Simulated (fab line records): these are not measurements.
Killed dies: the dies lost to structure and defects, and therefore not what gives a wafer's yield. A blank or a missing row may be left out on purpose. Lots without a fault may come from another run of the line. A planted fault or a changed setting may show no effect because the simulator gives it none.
Matching of chambers    flow gf180mcu    4 sister chambers for GF_V3_CMP_04 on cmp-02
The step polishes SiO2. 8 wafers are shown with their chamber, then 8 later ones without.

WAFERS WITH THEIR CHAMBER
wafer   chamber  motor current A (A)  time to endpoint s (s)
L385.6  3        12.5                 86
L394.6  0        13.0                 76
L397.4  2        12.2                 77
L397.5  1        12.6                 79
L397.6  2        12.3                 78
L399.2  0        13.1                 82
L399.4  3        12.2                 92
L399.6  1        13.1                 84

WAFERS WITH NO CHAMBER GIVEN
wafer   motor current A (A)  time to endpoint s (s)
L400.2  12.9                 70
L400.3  12.8                 72
L400.4  12.9                 84
L401.2  12.1                 74
L401.4  13.1                 84
L401.5  13.7                 77
L405.4  12.8                 67
L405.6  12.9                 73

CHAMBER TAKEN BY EACH
wafer    from the rows above            in truth
L400.2   can't be placed: 0 or 1 or 2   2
L400.3   can't be placed: 0 or 1 or 2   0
L400.4   can't be placed: 1 or 0        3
L401.2   2                              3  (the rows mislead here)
L401.4   can't be placed: 1 or 0        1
L401.5   can't be placed: 0 or 1        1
L405.4   can't be placed: 0 or 2 or 1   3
L405.6   can't be placed: 0 or 1 or 2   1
Placed correctly: 0 of 8. Unplaceable from these rows: 7, with the true chamber sitting among the candidates in 5. Wrongly placed: 1.
How it was worked out, from the rows above alone: a wafer's distance from a chamber is the root of the sum, over the readings, of the square of ((its reading less the chamber's mean) divided by the reading's scatter). If the next closest chamber is less than 2 further off than the closest, the wafer can't be placed; otherwise it belongs to the closest. A chamber's mean is the mean of its shown wafers. The scatter: take each reading less its chamber's mean, square it, sum over the shown wafers, divide by the number of wafers less the number of chambers, and take the root.
